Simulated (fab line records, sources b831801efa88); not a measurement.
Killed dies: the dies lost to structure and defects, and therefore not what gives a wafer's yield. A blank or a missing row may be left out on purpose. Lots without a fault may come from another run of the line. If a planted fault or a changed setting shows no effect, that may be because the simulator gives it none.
fab line records ; flow gf180mcu ; part 1 of 2: steps 1 to 31 of 40
record: lots: 5; wafers: 15; lastDay: 34
route steps=602 shown HV_LDD@179
lots untouched by any fault: they come from a run of this same line in which no faults occurred
startH: hours from the record's opening day to when the first of the lot's shown wafers began ; waitH: hours elapsed since this lot's preceding step ; " repeats the value in the row above ; L1.1+2: a row that stands for several wafers ; - no value, or no start was given ; * or withheld: withheld ; < > ~ a bound
route shown NAME@n: names a module that has steps shown in the file, with the first one's number in the route ; usual: mean/standard deviation of fault-free wafers ; same: alike in all rows ; chamber/n: place in a boat ; sites: readings site by site ; _std_site: their standard deviation ; _edge_site: inner sites' mean taken away from outer sites' mean ; radiusMm: how far each site lies from the wafer's centre ; mask NAME#n: copy n ; behind: the last tool/chamber to shape the wafer ; hold: the reason the lot was held/the length of the hold in hours/how it ended ; device: whichever transistor did not switch (one of n, p or np) ; end of line: tests run on the same wafers once the route is complete ; step lacking rows: just its recipe ; killed: at the first sort, the dies lost to defects and structure; wafer yield is something else ; map: a wafer's dies, marking killed ones x, the rest . and places with no die _
set.NAME: the run value of the setting; set.NAME@STEP: its run value at that earlier step ; model.NAME: the simulator's own value behind a step, which no gauge read
a table for each step, a row for each wafer; lots at some steps of the route
services: from which hour (startH, from the record's first day; less than 0 if before it) a tool's chamber was out of use, for how many hours, and why
== steps ==
step: GF_HV_LDD_SOFTBAKE_03
recipe: tempC: 90; timeS: 60; resist: NOVOLAK
lot.wafer;tool;chamber;startH;waitH
L074.1+3+6;lithoTrack-03;0;207.92;0.1
L081.2+4+5;lithoTrack-04;0;258.22;0.1
L085.2+3+4;lithoTrack-04;0;287.77;0.1
L093.4+5+6;lithoTrack-03;0;350.15;0.1
L095.3+4+6;lithoTrack-04;0;364.84;0.1
step: GF_HV_LDD_EXPOSE_04
recipe: maskId: Nplus_LV_AREA; targetCdNm: 400; na: 0.6; sourceShape: conventional; sigmaOuter: 0.6; doseMj: 140
lot.wafer;tool;chamber;startH;waitH;mask
L074.1+3+6;ilineStepper-02;0;-;-;Nplus_LV_AREA#0
L081.2+4+5;ilineStepper-01;0;-;-;Nplus_LV_AREA#0
L085.2+3+4;ilineStepper-01;0;-;-;Nplus_LV_AREA#0
L093.4+5+6;ilineStepper-02;0;-;-;Nplus_LV_AREA#0
L095.3+4+6;ilineStepper-02;0;-;-;Nplus_LV_AREA#0
step: GF_HV_LDD_PEB_05
recipe: tempC: withheld; timeS: *; resist: NOVOLAK
lot.wafer;tool;chamber;startH;waitH
L074.1+3+6;lithoTrack-04;0;-;-
L081.2+4+5;lithoTrack-04;0;-;-
L085.2+3+4;lithoTrack-03;0;-;-
L093.4+5+6;lithoTrack-03;0;-;-
L095.3+4+6;lithoTrack-03;0;-;-
step: GF_HV_LDD_DEVELOP_06
recipe: developTimeS: 60; devTempC: 23
lot.wafer;tool;chamber;startH;waitH
L074.1+3+6;lithoTrack-04;0;216.14;0.1
L081.2+4+5;lithoTrack-04;0;268.07;0.1
L085.2+3+4;lithoTrack-03;0;297.10;0.1
L093.4+5+6;lithoTrack-03;0;360.15;0.1
L095.3+4+6;lithoTrack-03;0;375.87;0.1
step: GF_HV_LDD_CD_MEAS_07
recipe: targetCdNm: 400
usual: cdNm: 400.1/2.4
lot.wafer;tool;chamber;startH;waitH;cdNm
L074.1;cdSem-01;-;216.29;0.1;400.6
L074.3;cdSem-01;-;216.29;0.1;402.0
L074.6;cdSem-01;-;216.29;0.1;400.7
L081.2;cdSem-02;-;268.21;0.1;398.6
L081.4;cdSem-02;-;268.21;0.1;398.4
L081.5;cdSem-02;-;268.21;0.1;397.6
L085.2;cdSem-01;-;297.24;0.1;399.6
L085.3;cdSem-01;-;297.24;0.1;399.3
L085.4;cdSem-01;-;297.24;0.1;400.4
L093.4;cdSem-02;-;360.28;0.1;400.1
L093.5;cdSem-02;-;360.28;0.1;400.6
L093.6;cdSem-02;-;360.28;0.1;401.0
L095.3;cdSem-02;-;376.01;0.1;401.7
L095.4;cdSem-02;-;376.01;0.1;401.5
L095.6;cdSem-02;-;376.01;0.1;401.9
step: GF_HV_LDD_OVL_MEAS_08
usual: HV_LDD_OVL: -0.9/1.4
lot.wafer;tool;chamber;startH;waitH;HV_LDD_OVL[nm]
L074.1;overlay-02;-;216.41;0.1;-1.6
L074.3;overlay-02;-;216.41;0.1;-2.0
L074.6;overlay-02;-;216.41;0.1;-3.1
L081.2;overlay-02;-;268.33;0.1;-0.9
L081.4;overlay-02;-;268.33;0.1;0.9
L081.5;overlay-02;-;268.33;0.1;-2.0
L085.2;overlay-01;-;297.35;0.1;-0.6
L085.3;overlay-01;-;297.35;0.1;-1.3
L085.4;overlay-01;-;297.35;0.1;-1.3
L093.4;overlay-02;-;360.36;0.1;-2.2
L093.5;overlay-02;-;360.36;0.1;0.2
L093.6;overlay-02;-;360.36;0.1;-2.5
L095.3;overlay-02;-;376.10;0.1;-1.4
L095.4;overlay-02;-;376.10;0.1;-1.8
L095.6;overlay-02;-;376.10;0.1;-2.5
step: GF_HV_LDD_IMPLANT_09
recipe: species: As; energyKev: 40; doseCm2: 1e+14; tiltDeg: 7
usual: beamEnergyKeV: 39.998/0.012; beamOnS: 9.98/0.22; doseIonsCm2: 1e+14/1e+11
lot.wafer;tool;chamber;startH;waitH;beamEnergyKeV;beamOnS;doseIonsCm2
L074.1;implanter-01;0;216.45;0.0;40.008;10.04;9.999e+13
L074.3;implanter-01;0;216.45;0.0;39.994;9.95;9.982e+13
L074.6;implanter-01;0;216.45;0.0;39.999;10.01;9.973e+13
L081.2;implanter-02;0;268.38;0.0;39.991;9.97;1.0008e+14
L081.4;implanter-02;0;268.38;0.0;39.996;10.00;1.0004e+14
L081.5;implanter-02;0;268.38;0.0;39.994;9.87;1.0016e+14
L085.2;implanter-03;0;297.40;0.0;40.008;10.14;9.999e+13
L085.3;implanter-03;0;297.40;0.0;39.994;10.01;9.999e+13
L085.4;implanter-03;0;297.40;0.0;40.008;9.95;9.998e+13
L093.4;implanter-03;0;360.45;0.1;39.994;9.97;9.994e+13
L093.5;implanter-03;0;360.45;0.1;40.001;9.98;1.0001e+14
L093.6;implanter-03;0;360.45;0.1;39.999;9.97;1.0018e+14
L095.3;implanter-01;0;376.18;0.1;39.981;10.05;9.994e+13
L095.4;implanter-01;0;376.18;0.1;39.987;10.22;9.996e+13
L095.6;implanter-01;0;376.18;0.1;39.984;10.26;1.0008e+14
step: GF_HV_LDD_STRIP_10
recipe: chemistry: O2/N2; powerW: 1400; pressureMtorr: 1500; platenTempC: 250; o2FlowSccm: 3000; n2FlowSccm: 300; overashFraction: 0.5
usual: drypumpMotorCurrentA: 5.48/0.24; heaterPowerW: 331/32; oesProductAu: 0.716/0.0049; stripTimeToEndpointS: 12.63/0.037
lot.wafer;tool;chamber;startH;waitH;drypumpMotorCurrentA;heaterPowerW;oesProductAu;rfHoursCounterH;stripTimeToEndpointS
L074.1;plasmaAsher-03;0;216.60;0.1;5.34;328;0.721;46;12.66
L074.3;plasmaAsher-03;1;216.60;0.1;5.41;372;0.710;-;12.64
L074.6;plasmaAsher-03;1;216.60;0.1;5.44;370;0.719;-;12.64
L081.2;plasmaAsher-01;1;268.51;0.1;5.52;307;0.714;60;12.65
L081.4;plasmaAsher-01;1;268.51;0.1;5.49;305;0.718;-;12.65
L081.5;plasmaAsher-01;0;268.51;0.1;5.29;303;0.726;-;12.64
L085.2;plasmaAsher-03;0;297.53;0.1;5.36;316;0.716;54;12.64
L085.3;plasmaAsher-03;0;297.53;0.1;5.33;320;0.720;-;12.64
L085.4;plasmaAsher-03;1;297.53;0.1;5.42;365;0.718;-;12.66
L093.4;plasmaAsher-03;1;360.56;0.1;5.46;358;0.710;-;12.73
L093.5;plasmaAsher-03;1;360.56;0.1;5.45;373;0.724;-;12.73
L093.6;plasmaAsher-03;0;360.56;0.1;5.35;323;0.714;-;12.71
L095.3;plasmaAsher-03;0;376.31;0.1;5.33;317;0.711;-;12.58
L095.4;plasmaAsher-03;1;376.31;0.1;5.49;373;0.714;-;12.58
L095.6;plasmaAsher-03;0;376.31;0.1;5.36;319;0.717;-;12.57
step: GF_HV_LDD_TW_MEAS_11
usual: HV_LDD_TW: 2402/19
lot.wafer;tool;chamber;startH;waitH;HV_LDD_TW
L074.1;filmMetro-01;-;216.70;0.1;2403
L074.3;filmMetro-01;-;216.70;0.1;2410
L074.6;filmMetro-01;-;216.70;0.1;2425
L081.2;filmMetro-03;-;268.62;0.1;2388
L081.4;filmMetro-03;-;268.62;0.1;2384
L081.5;filmMetro-03;-;268.62;0.1;2378
L085.2;filmMetro-04;-;297.64;0.1;2408
L085.3;filmMetro-04;-;297.64;0.1;2419
L085.4;filmMetro-04;-;297.64;0.1;2417
L093.4;filmMetro-01;-;360.66;0.1;2406
L093.5;filmMetro-01;-;360.66;0.1;2399
L093.6;filmMetro-01;-;360.66;0.1;2391
L095.3;filmMetro-01;-;376.40;0.1;2392
L095.4;filmMetro-01;-;376.40;0.1;2399
L095.6;filmMetro-01;-;376.40;0.1;2412
step: GF_HV_LDD_DEHYDRATE_12
recipe: tempC: 200; timeS: 60
lot.wafer;tool;chamber;startH;waitH
L074.1+3+6;lithoTrack-01;0;225.10;8.4
L081.2+4+5;lithoTrack-04;0;278.02;9.4
L085.2+3+4;lithoTrack-01;0;306.83;9.2
L093.4+5+6;lithoTrack-01;0;370.88;10.2
L095.3+4+6;lithoTrack-04;0;386.39;10.0
step: GF_HV_LDD_HMDS_13
recipe: primeTimeS: 60; primeTempC: 120
lot.wafer;tool;chamber;startH;waitH
L074.1+3+6;lithoTrack-01;0;225.25;0.1
L081.2+4+5;lithoTrack-04;0;278.17;0.1
L085.2+3+4;lithoTrack-01;0;306.98;0.1
L093.4+5+6;lithoTrack-01;0;371.03;0.1
L095.3+4+6;lithoTrack-04;0;386.54;0.1
step: GF_HV_LDD_COAT_14
recipe: resist: NOVOLAK; spinRpm: 3000; resistThkNm: 1000
usual: dispensePressureKPa: 48.7/1.6
lot.wafer;tool;chamber;startH;waitH;dispensePressureKPa
L074.1;lithoTrack-01;0;225.40;0.1;49.7
L074.3;lithoTrack-01;0;225.40;0.1;49.7
L074.6;lithoTrack-01;0;225.40;0.1;49.8
L081.2;lithoTrack-04;0;278.32;0.1;46.5
L081.4;lithoTrack-04;0;278.32;0.1;46.4
L081.5;lithoTrack-04;0;278.32;0.1;46.5
L085.2;lithoTrack-01;0;307.13;0.1;49.8
L085.3;lithoTrack-01;0;307.13;0.1;49.8
L085.4;lithoTrack-01;0;307.13;0.1;49.8
L093.4;lithoTrack-01;0;371.18;0.1;49.6
L093.5;lithoTrack-01;0;371.18;0.1;49.7
L093.6;lithoTrack-01;0;371.18;0.1;49.6
L095.3;lithoTrack-04;0;386.69;0.1;46.5
L095.4;lithoTrack-04;0;386.69;0.1;46.4
L095.6;lithoTrack-04;0;386.69;0.1;46.4
step: GF_HV_LDD_SOFTBAKE_15
recipe: tempC: 90; timeS: 60; resist: NOVOLAK
lot.wafer;tool;chamber;startH;waitH
L074.1+3+6;lithoTrack-01;0;225.55;0.1
L081.2+4+5;lithoTrack-04;0;278.47;0.1
L085.2+3+4;lithoTrack-01;0;307.28;0.1
L093.4+5+6;lithoTrack-01;0;371.33;0.1
L095.3+4+6;lithoTrack-04;0;386.84;0.1
step: GF_HV_LDD_EXPOSE_16
recipe: maskId: Pplus_LV_AREA; targetCdNm: 400; na: 0.6; sourceShape: conventional; sigmaOuter: 0.6; doseMj: 140
lot.wafer;tool;chamber;startH;waitH;mask
L074.1+3+6;ilineStepper-02;0;-;-;Pplus_LV_AREA#0
L081.2+4+5;ilineStepper-01;0;-;-;Pplus_LV_AREA#0
L085.2+3+4;ilineStepper-02;0;-;-;Pplus_LV_AREA#0
L093.4+5+6;ilineStepper-02;0;-;-;Pplus_LV_AREA#0
L095.3+4+6;ilineStepper-01;0;-;-;Pplus_LV_AREA#0
step: GF_HV_LDD_PEB_17
recipe: tempC: withheld; timeS: *; resist: NOVOLAK
lot.wafer;tool;chamber;startH;waitH
L074.1+3+6;lithoTrack-01;0;-;-
L081.2+4+5;lithoTrack-03;0;-;-
L085.2+3+4;lithoTrack-03;0;-;-
L093.4+5+6;lithoTrack-01;0;-;-
L095.3+4+6;lithoTrack-04;0;-;-
step: GF_HV_LDD_DEVELOP_18
recipe: developTimeS: 60; devTempC: 23
lot.wafer;tool;chamber;startH;waitH
L074.1+3+6;lithoTrack-01;0;233.80;0.1
L081.2+4+5;lithoTrack-03;0;288.25;0.1
L085.2+3+4;lithoTrack-03;0;316.80;0.1
L093.4+5+6;lithoTrack-01;0;382.13;0.1
L095.3+4+6;lithoTrack-04;0;398.59;0.1
step: GF_HV_LDD_CD_MEAS_19
recipe: targetCdNm: 400
usual: cdNm: 400.4/2.3
lot.wafer;tool;chamber;startH;waitH;cdNm
L074.1;cdSem-01;-;233.95;0.1;400.1
L074.3;cdSem-01;-;233.95;0.1;402.1
L074.6;cdSem-01;-;233.95;0.1;401.0
L081.2;cdSem-01;-;288.49;0.2;400.4
L081.4;cdSem-01;-;288.49;0.2;398.8
L081.5;cdSem-01;-;288.49;0.2;397.4
L085.2;cdSem-01;-;316.94;0.1;396.0
L085.3;cdSem-01;-;316.94;0.1;397.4
L085.4;cdSem-01;-;316.94;0.1;398.8
L093.4;cdSem-01;-;382.37;0.2;402.4
L093.5;cdSem-01;-;382.37;0.2;401.0
L093.6;cdSem-01;-;382.37;0.2;401.5
L095.3;cdSem-02;-;398.73;0.1;399.2
L095.4;cdSem-02;-;398.73;0.1;400.1
L095.6;cdSem-02;-;398.73;0.1;400.4
step: GF_HV_LDD_OVL_MEAS_20
usual: HV_LDD_01_OVL: -1.4/1.5
lot.wafer;tool;chamber;startH;waitH;HV_LDD_01_OVL[nm]
L074.1;overlay-02;-;234.07;0.1;-1.4
L074.3;overlay-02;-;234.07;0.1;-0.8
L074.6;overlay-02;-;234.07;0.1;-1.9
L081.2;overlay-01;-;288.59;0.1;-0.2
L081.4;overlay-01;-;288.59;0.1;0.1
L081.5;overlay-01;-;288.59;0.1;-0.3
L085.2;overlay-02;-;317.05;0.1;-0.6
L085.3;overlay-02;-;317.05;0.1;-1.0
L085.4;overlay-02;-;317.05;0.1;-1.0
L093.4;overlay-01;-;382.45;0.1;-1.4
L093.5;overlay-01;-;382.45;0.1;-1.3
L093.6;overlay-01;-;382.45;0.1;-1.3
L095.3;overlay-01;-;398.82;0.1;-2.7
L095.4;overlay-01;-;398.82;0.1;-1.9
L095.6;overlay-01;-;398.82;0.1;-1.1
step: GF_HV_LDD_IMPLANT_21
recipe: species: BF2; energyKev: 25; doseCm2: 5e+13; tiltDeg: 7
usual: beamEnergyKeV: 25.001/0.0079; beamOnS: 9.99/0.19; doseIonsCm2: 4.999e+13/5.1e+10
lot.wafer;tool;chamber;startH;waitH;beamEnergyKeV;beamOnS;doseIonsCm2
L074.1;implanter-03;0;234.11;0.0;25.016;10.12;4.994e+13
L074.3;implanter-03;0;234.11;0.0;25.007;10.00;4.997e+13
L074.6;implanter-03;0;234.11;0.0;24.996;10.11;5.004e+13
L081.2;implanter-02;0;288.65;0.0;25.012;10.18;4.995e+13
L081.4;implanter-02;0;288.65;0.0;24.998;10.12;5e+13
L081.5;implanter-02;0;288.65;0.0;24.996;9.82;4.997e+13
L085.2;implanter-01;0;317.10;0.0;24.988;10.20;5.002e+13
L085.3;implanter-01;0;317.10;0.0;25.001;9.88;4.998e+13
L085.4;implanter-01;0;317.10;0.0;24.999;10.01;4.997e+13
L093.4;implanter-01;0;382.54;0.1;25.003;10.05;5.002e+13
L093.5;implanter-01;0;382.54;0.1;25.007;9.96;5.003e+13
L093.6;implanter-01;0;382.54;0.1;24.995;10.13;5.009e+13
L095.3;implanter-03;0;398.90;0.1;25.011;10.16;4.995e+13
L095.4;implanter-03;0;398.90;0.1;25.012;9.99;4.994e+13
L095.6;implanter-03;0;398.90;0.1;25.009;9.69;5e+13
step: GF_HV_LDD_STRIP_22
recipe: chemistry: O2/N2; powerW: 1400; pressureMtorr: 1500; platenTempC: 250; o2FlowSccm: 3000; n2FlowSccm: 300; overashFraction: 0.5
usual: drypumpMotorCurrentA: 5.6/0.32; heaterPowerW: 325/33; oesProductAu: 0.716/0.004; stripTimeToEndpointS: 12.62/0.036
lot.wafer;tool;chamber;startH;waitH;drypumpMotorCurrentA;heaterPowerW;oesProductAu;rfHoursCounterH;stripTimeToEndpointS
L074.1;plasmaAsher-01;0;234.26;0.1;5.2;301;0.713;56;12.69
L074.3;plasmaAsher-01;1;234.26;0.1;5.5;308;0.713;-;12.67
L074.6;plasmaAsher-01;0;234.26;0.1;5.3;306;0.716;-;12.67
L081.2;plasmaAsher-03;1;288.77;0.1;5.5;367;0.712;53;12.65
L081.4;plasmaAsher-03;0;288.77;0.1;5.3;308;0.712;-;12.67
L081.5;plasmaAsher-03;0;288.77;0.1;5.3;309;0.711;-;12.62
L085.2;plasmaAsher-03;1;317.23;0.1;5.4;356;0.712;56;12.69
L085.3;plasmaAsher-03;1;317.23;0.1;5.4;365;0.722;-;12.69
L085.4;plasmaAsher-03;0;317.23;0.1;5.3;319;0.715;-;12.66
L093.4;plasmaAsher-01;0;382.65;0.1;5.3;308;0.710;-;12.61
L093.5;plasmaAsher-01;0;382.65;0.1;5.3;308;0.722;-;12.60
L093.6;plasmaAsher-01;1;382.65;0.1;5.5;307;0.710;-;12.57
L095.3;plasmaAsher-04;1;399.03;0.1;6.3;290;0.721;-;12.63
L095.4;plasmaAsher-04;0;399.03;0.1;5.9;391;0.717;-;12.59
L095.6;plasmaAsher-04;0;399.03;0.1;5.9;375;0.714;-;12.63
step: GF_HV_LDD_TW_MEAS_23
usual: HV_LDD_2_TW: 1050/9.4
lot.wafer;tool;chamber;startH;waitH;HV_LDD_2_TW
L074.1;filmMetro-03;-;234.36;0.1;1044
L074.3;filmMetro-03;-;234.36;0.1;1037
L074.6;filmMetro-03;-;234.36;0.1;1042
L081.2;filmMetro-03;-;288.88;0.1;1043
L081.4;filmMetro-03;-;288.88;0.1;1037
L081.5;filmMetro-03;-;288.88;0.1;1038
L085.2;filmMetro-03;-;317.34;0.1;1044
L085.3;filmMetro-03;-;317.34;0.1;1038
L085.4;filmMetro-03;-;317.34;0.1;1039
L093.4;filmMetro-01;-;382.75;0.1;1053
L093.5;filmMetro-01;-;382.75;0.1;1051
L093.6;filmMetro-01;-;382.75;0.1;1049
L095.3;filmMetro-03;-;399.12;0.1;1038
L095.4;filmMetro-03;-;399.12;0.1;1034
L095.6;filmMetro-03;-;399.12;0.1;1040
step: GF_HV_LDD_DEHYDRATE_24
recipe: tempC: 200; timeS: 60
lot.wafer;tool;chamber;startH;waitH
L074.1+3+6;lithoTrack-04;0;243.14;8.8
L081.2+4+5;lithoTrack-01;0;297.78;8.9
L085.2+3+4;lithoTrack-01;0;326.68;9.3
L093.4+5+6;lithoTrack-04;0;393.31;10.6
L095.3+4+6;lithoTrack-01;0;409.85;10.7
step: GF_HV_LDD_HMDS_25
recipe: primeTimeS: 60; primeTempC: 120
lot.wafer;tool;chamber;startH;waitH
L074.1+3+6;lithoTrack-04;0;243.29;0.1
L081.2+4+5;lithoTrack-01;0;297.93;0.1
L085.2+3+4;lithoTrack-01;0;326.83;0.1
L093.4+5+6;lithoTrack-04;0;393.46;0.1
L095.3+4+6;lithoTrack-01;0;410.00;0.1
step: GF_HV_LDD_COAT_26
recipe: resist: NOVOLAK; spinRpm: 3000; resistThkNm: 1000
usual: dispensePressureKPa: 48.6/1.7
lot.wafer;tool;chamber;startH;waitH;dispensePressureKPa
L074.1;lithoTrack-04;0;243.44;0.1;46.5
L074.3;lithoTrack-04;0;243.44;0.1;46.5
L074.6;lithoTrack-04;0;243.44;0.1;46.5
L081.2;lithoTrack-01;0;298.08;0.1;49.8
L081.4;lithoTrack-01;0;298.08;0.1;49.8
L081.5;lithoTrack-01;0;298.08;0.1;49.8
L085.2;lithoTrack-01;0;326.98;0.1;49.7
L085.3;lithoTrack-01;0;326.98;0.1;49.7
L085.4;lithoTrack-01;0;326.98;0.1;49.7
L093.4;lithoTrack-04;0;393.61;0.1;46.4
L093.5;lithoTrack-04;0;393.61;0.1;46.4
L093.6;lithoTrack-04;0;393.61;0.1;46.4
L095.3;lithoTrack-01;0;410.15;0.1;49.7
L095.4;lithoTrack-01;0;410.15;0.1;49.6
L095.6;lithoTrack-01;0;410.15;0.1;49.6
step: GF_HV_LDD_SOFTBAKE_27
recipe: tempC: 90; timeS: 60; resist: NOVOLAK
lot.wafer;tool;chamber;startH;waitH
L074.1+3+6;lithoTrack-04;0;243.59;0.1
L081.2+4+5;lithoTrack-01;0;298.23;0.1
L085.2+3+4;lithoTrack-01;0;327.13;0.1
L093.4+5+6;lithoTrack-04;0;393.76;0.1
L095.3+4+6;lithoTrack-01;0;410.30;0.1
step: GF_HV_LDD_EXPOSE_28
recipe: maskId: Nplus_HV_AREA; targetCdNm: 400; na: 0.6; sourceShape: conventional; sigmaOuter: 0.6; doseMj: 140
lot.wafer;tool;chamber;startH;waitH;mask
L074.1+3+6;ilineStepper-01;0;-;-;Nplus_HV_AREA#0
L081.2+4+5;ilineStepper-01;0;-;-;Nplus_HV_AREA#0
L085.2+3+4;ilineStepper-02;0;-;-;Nplus_HV_AREA#0
L093.4+5+6;ilineStepper-02;0;-;-;Nplus_HV_AREA#0
L095.3+4+6;ilineStepper-02;0;-;-;Nplus_HV_AREA#0
step: GF_HV_LDD_PEB_29
recipe: tempC: withheld; timeS: *; resist: NOVOLAK
lot.wafer;tool;chamber;startH;waitH
L074.1+3+6;lithoTrack-01;0;-;-
L081.2+4+5;lithoTrack-04;0;-;-
L085.2+3+4;lithoTrack-03;0;-;-
L093.4+5+6;lithoTrack-01;0;-;-
L095.3+4+6;lithoTrack-01;0;-;-
step: GF_HV_LDD_DEVELOP_30
recipe: developTimeS: 60; devTempC: 23
lot.wafer;tool;chamber;startH;waitH
L074.1+3+6;lithoTrack-01;0;253.00;0.1
L081.2+4+5;lithoTrack-04;0;307.87;0.1
L085.2+3+4;lithoTrack-03;0;336.35;0.1
L093.4+5+6;lithoTrack-01;0;405.08;0.1
L095.3+4+6;lithoTrack-01;0;422.35;0.1
step: GF_HV_LDD_CD_MEAS_31
recipe: targetCdNm: 400
usual: cdNm: 399.7/2.3
lot.wafer;tool;chamber;startH;waitH;cdNm
L074.1;cdSem-02;-;253.15;0.1;402.6
L074.3;cdSem-02;-;253.15;0.1;404.7
L074.6;cdSem-02;-;253.15;0.1;403.3
L081.2;cdSem-02;-;308.01;0.1;398.3
L081.4;cdSem-02;-;308.01;0.1;398.5
L081.5;cdSem-02;-;308.01;0.1;396.2
L085.2;cdSem-02;-;336.49;0.1;402.4
L085.3;cdSem-02;-;336.49;0.1;401.1
L085.4;cdSem-02;-;336.49;0.1;400.5
L093.4;cdSem-01;-;405.21;0.1;400.1
L093.5;cdSem-01;-;405.21;0.1;402.7
L093.6;cdSem-01;-;405.21;0.1;400.1
L095.3;cdSem-02;-;422.49;0.1;401.2
L095.4;cdSem-02;-;422.49;0.1;402.7
L095.6;cdSem-02;-;422.49;0.1;403.3
step: GF_HV_LDD_OVL_MEAS_32
usual: HV_LDD_02_OVL: 0.6/1.5
lot.wafer;tool;chamber;startH;waitH;HV_LDD_02_OVL[nm]
L074.1;overlay-01;-;253.27;0.1;1.0
L074.3;overlay-01;-;253.27;0.1;2.3
L074.6;overlay-01;-;253.27;0.1;1.9
L081.2;overlay-01;-;308.12;0.1;1.8
L081.4;overlay-01;-;308.12;0.1;1.8
L081.5;overlay-01;-;308.12;0.1;0.2
L085.2;overlay-02;-;336.60;0.1;-0.1
L085.3;overlay-02;-;336.60;0.1;-0.2
L085.4;overlay-02;-;336.60;0.1;-1.3
L093.4;overlay-02;-;405.29;0.1;-0.8
L093.5;overlay-02;-;405.29;0.1;1.3
L093.6;overlay-02;-;405.29;0.1;-0.5
L095.3;overlay-02;-;422.58;0.1;-1.5
L095.4;overlay-02;-;422.58;0.1;-2.8
L095.6;overlay-02;-;422.58;0.1;-1.3
step: GF_HV_LDD_IMPLANT_33
recipe: species: P; energyKev: 60; doseCm2: 7.5e+12; tiltDeg: 30; rotationDeg: 0
usual: beamEnergyKeV: 59.999/0.018; beamOnS: 9.98/0.19; doseIonsCm2: 7.5e+12/8e+09
lot.wafer;tool;chamber;startH;waitH;beamEnergyKeV;beamOnS;doseIonsCm2
L074.1;implanter-02;0;253.31;0.0;59.995;10.14;7.498e+12
L074.3;implanter-02;0;253.31;0.0;59.987;9.99;7.49e+12
L074.6;implanter-02;0;253.31;0.0;60.025;9.79;7.496e+12
L081.2;implanter-02;0;308.17;0.0;60.014;9.87;7.503e+12
L081.4;implanter-02;0;308.17;0.0;60.026;9.92;7.497e+12
L081.5;implanter-02;0;308.17;0.0;60.026;9.77;7.503e+12
L085.2;implanter-02;0;336.65;0.0;60.014;9.71;7.487e+12
L085.3;implanter-02;0;336.65;0.0;60.013;10.03;7.493e+12
L085.4;implanter-02;0;336.65;0.0;60.009;10.25;7.504e+12
L093.4;implanter-01;0;405.38;0.1;60.004;9.74;7.488e+12
L093.5;implanter-01;0;405.38;0.1;59.996;9.70;7.493e+12
L093.6;implanter-01;0;405.38;0.1;60.017;9.67;7.496e+12
L095.3;implanter-03;0;422.66;0.1;60.008;10.37;7.487e+12
L095.4;implanter-03;0;422.66;0.1;59.980;9.97;7.503e+12
L095.6;implanter-03;0;422.66;0.1;59.985;10.04;7.485e+12
